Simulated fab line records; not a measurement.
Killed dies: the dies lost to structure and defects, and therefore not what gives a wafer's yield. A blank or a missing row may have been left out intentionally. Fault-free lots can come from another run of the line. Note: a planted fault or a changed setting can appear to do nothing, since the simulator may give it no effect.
Comparing a struck lot with a sound one + flow sky130 + 20 steps out of a route of 708
Sound: these wafers, L305.1, L305.2, L305.4. Struck: wafers L321.1, L321.3, L321.6. The cause comes at the end.
At each step with rows: each side's tool, then ch and its chambers, then its first start. Under that, the readings that differ: sound wafers + struck wafers + difference of the means + sigmas: that difference in standard deviations of wafers without a fault.
alike: a reading whose means differ by less than 2 such deviations, as well as words and numbers matching on both sides. not compared: withheld readings; readings where some wafer has no value; bounds like >300 that might hide an equal value; numbers whose values overlap and for which the record gives no deviation.
A row with sigmas, a row that says differs or no value, or rows on one side alone: a step with any of these is where the two part. Non-overlapping numbers with no deviation appear without sigmas and do not part them. A reading that every wafer of one side lacks parts them only if that side has two wafers or more.

SKY_RES_XHIGH_STRIP_08: strips in O2/N2.
  sound on plasma-asher-02 ch 0,1, day 26 19:52; struck on plasma-asher-03 ch 0,1, day 32 21:11
  alike: drypump-motor-current-A, oes-product-au, strip-time-to-endpoint-s
  not compared: rf-hours-counter-h
SKY_RES_XHIGH_TW_MEAS_09:
  sound on film-metro-01 at day 26 19:58; struck on film-metro-04 at day 32 21:17
  alike: RES_XHIGH_TW
then, 7 steps without rows for these wafers: SKY_SD_N_DEHYDRATE_00 (time 60 s); SKY_SD_N_HMDS_01 (prime time 60 s); SKY_SD_N_COAT_02 (resist thk 1140 nm); SKY_SD_N_SOFTBAKE_03 (time 60 s); SKY_SD_N_EXPOSE_04 (exposes mask NSDM, target cd 380 nm); SKY_SD_N_PEB_05; SKY_SD_N_DEVELOP_06 (develop time 60 s).
SKY_SD_N_CD_MEAS_07: the cd target is 380 nm.
  sound on cd-sem-01 at day 27 23:59; struck on cd-sem-02 at day 33 23:29
  alike: cd-nm
SKY_SD_N_OVL_MEAS_08:
  sound on overlay-02 at day 28 00:07; struck on overlay-01 at day 33 23:37
  alike: SD_N_OVL
following that, these wafers have no rows for 1 step: SKY_SD_N_IMPLANT_09.
SKY_SD_N_IMPLANT_10:
  sound on implanter-01 ch 0, day 28 00:18; struck on implanter-03 ch 0, day 34 00:07
SKY_SD_N_STRIP_11: strips in O2/N2.
  sound on plasma-asher-01 ch 0,1, day 28 00:27; struck on plasma-asher-02 ch 0,1, day 34 00:16
  alike: drypump-motor-current-A, oes-product-au, strip-time-to-endpoint-s
  not compared: rf-hours-counter-h
SKY_SD_N_TW_MEAS_12:
  sound on film-metro-04 at day 28 00:33; struck on film-metro-04 at day 34 00:22
  alike: SD_N_TW
then, 1 step without rows for these wafers: SKY_SD_N_CLEAN_13 (cleans in SC1/SC2, time 150 s).
SKY_SD_N_RTA_14: time 2 s.
  sound on rtp-anneal-02 ch 0, day 28 00:40; struck on rtp-anneal-02 ch 0, day 34 00:47
  alike: chamber-o2-ppm, lamp-power-pct, wafer_temp_C_max
SKY_SD_N_RS_MEAS_16: uses a four-point probe to measure.
  sound on film-metro-01 at day 28 00:50; struck on film-metro-02 at day 34 01:12
| reading          | sound             | struck            | difference | sigmas |
|------------------|-------------------|-------------------|------------|--------|
| SD_N_RS (ohm/sq) | 68.77 68.80 68.71 | 66.00 65.98 65.96 | -2.78      | -20    |
SKY_SD_N_RS_MEAS_17: uses a four-point probe to measure.
  sound on film-metro-01 at day 28 00:57; struck on film-metro-02 at day 34 01:19
  alike: SD_P_RS
-- record jumps: 16 days separate the struck wafers' starts on either side; left off in module SD_N, taken up again in module PAD_OPEN, whose first shown step is the route's number 708 --
SKY_PAD_OPEN_PROBE_99:
  sound on prober-02 at day 45 17:34; struck on prober-02 at day 50 00:22
| reading                                 | sound             | struck            | difference | sigmas |
|-----------------------------------------|-------------------|-------------------|------------|--------|
| model.etest.sonos-uncharged.r-on-ohm-um | 798.8 804.2 805.5 | 788.1 787.7 784.1 | -16.2      |        |
| model.etest.res-ndiff.rs-ohm-sq         | 120.8 119.7 120.9 | 115.2 115.1 115   | -5.4       |        |
| model.etest.res-ndiff-hv.rs-ohm-sq      | 114.3 114.1 114.7 | 109.3 109.2 109.5 | -5.0       |        |
  alike: killed_at_M0_to_M3, killed_at_M4_up, killed-at-contacts, killed-at-front-end, killed-at-other, killed-dies, killed-open, killed-short

WHERE THEY PART
Only at SKY_SD_N_RS_MEAS_16, within this record. Later steps at which nothing parts them and some readings are alike: SKY_SD_N_RS_MEAS_17, SKY_PAD_OPEN_PROBE_99.

WHY: what the simulator had put in
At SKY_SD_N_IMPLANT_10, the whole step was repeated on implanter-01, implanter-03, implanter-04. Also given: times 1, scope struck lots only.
